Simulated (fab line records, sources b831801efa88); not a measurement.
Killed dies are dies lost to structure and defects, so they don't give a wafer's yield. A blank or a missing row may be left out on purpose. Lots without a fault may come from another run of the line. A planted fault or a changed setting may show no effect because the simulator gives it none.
Tool commonality check | flow sky130 | 14 lots, 42 wafers sampled

WHY IT WAS OPENED
At SKY_SONOS_TUNNEL_CD_MEAS_07 the reading cd_nm is flagged on 2 of 14 lots. Wafers without a fault read 409.2 nm, standard deviation 2.
Rule: a lot is flagged when every wafer of it that has a number lies more than 4 standard deviations from that mean, or none has a number. The other lots count as sound.

lot  | measured     | on        | cd_nm (nm), wafer by wafer | flag
L149 | day 11 02:52 | cd_sem-01 | 407.7 408.6 408.6          |
L150 | day 11 10:31 | cd_sem-01 | 406.8 408.4 407.4          |
L151 | day 11 18:35 | cd_sem-01 | 414.5 412.1 414.7          |
L154 | day 13 20:50 | cd_sem-02 | 407.8 407.6 408.9          |
L153 | day 13 23:55 | cd_sem-02 | 410.4 410.5 411.9          |
L155 | day 14 05:07 | cd_sem-02 | 411.0 411.6 411.0          |
L158 | day 14 18:48 | cd_sem-02 | 407.0 406.7 407.4          |
L161 | day 15 11:22 | cd_sem-01 | 410.3 410.9 410.7          |
L160 | day 15 13:51 | cd_sem-02 | 410.8 410.2 409.8          |
L164 | day 16 12:42 | cd_sem-02 | 444.9 445.4 446.0          | FLAGGED
L165 | day 16 14:34 | cd_sem-01 | 442.1 443.0 443.4          | FLAGGED
L170 | day 18 11:06 | cd_sem-01 | 405.4 403.2 405.8          |
L171 | day 18 15:27 | cd_sem-01 | 410.1 409.4 409.9          |
L172 | day 18 21:49 | cd_sem-02 | 411.0 408.8 410.3          |
The numbers of the flagged lots are 444.1 nm on average: +34.9 nm against the usual, or +17 standard deviations.

WHICH TOOL RAN EACH LOT
The record holds 1 process step before the reading, out of a route of 708 steps. In each cell: the tool, then ch and the chambers that the sampled wafers went through, then the start.
lot  | flag    | SKY_SONOS_TUNNEL_COAT_02
L149 |         | litho_track-01 ch 0, day 10 15:37
L150 |         | litho_track-01 ch 0, day 10 22:53
L151 |         | litho_track-01 ch 0, day 11 06:38
L154 |         | litho_track-03 ch 0, day 13 07:32
L153 |         | litho_track-02 ch 0, day 13 10:31
L155 |         | litho_track-02 ch 0, day 13 15:51
L158 |         | litho_track-03 ch 0, day 14 05:43
L161 |         | litho_track-03 ch 0, day 14 21:58
L160 |         | litho_track-02 ch 0, day 15 00:18
L164 | FLAGGED | litho_track-03 ch 0, day 15 23:07
L165 | FLAGGED | litho_track-03 ch 0, day 16 00:40
L170 |         | litho_track-02 ch 0, day 17 20:39
L171 |         | litho_track-02 ch 0, day 18 00:42
L172 |         | litho_track-02 ch 0, day 18 06:51
What these steps do:
- SKY_SONOS_TUNNEL_COAT_02: resist thk 1140 nm.
- SKY_SONOS_TUNNEL_CD_MEAS_07: target cd 410 nm.

FLAGGED OVER TOTAL, TOOL BY TOOL (the gauges that took the reading come last)
step                        | tool           | lots run | flagged | share of the flagged lots | sound lots run after its first flagged lot
SKY_SONOS_TUNNEL_COAT_02    | litho_track-01 | 3        | 0       | none                      | -
SKY_SONOS_TUNNEL_COAT_02    | litho_track-02 | 6        | 0       | none                      | -
SKY_SONOS_TUNNEL_COAT_02    | litho_track-03 | 5        | 2       | all                       | 0
SKY_SONOS_TUNNEL_CD_MEAS_07 | cd_sem-01      | 7        | 1       | some                      | 2 (L170,L171)
SKY_SONOS_TUNNEL_CD_MEAS_07 | cd_sem-02      | 7        | 1       | some                      | 1 (L172)

WHAT THE TABLE ALLOWS
1 row of the table ran every flagged lot: litho_track-03 at SKY_SONOS_TUNNEL_COAT_02.
- litho_track-03 at SKY_SONOS_TUNNEL_COAT_02: 2 of its 5 lots flagged. Its last sound lot is L161 (day 14 21:58), its first flagged lot L164 (day 15 23:07): a fault that began between those two fits.
One tool is left: litho_track-03 at SKY_SONOS_TUNNEL_COAT_02.

WHAT THE SIMULATOR HAD PUT IN
Process parameter drift: litho_track-03, from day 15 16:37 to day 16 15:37, at SKY_SONOS_TUNNEL_COAT_02. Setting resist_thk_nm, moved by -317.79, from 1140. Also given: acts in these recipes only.
Lots struck among those shown: L164, L165. The rule above found the same.
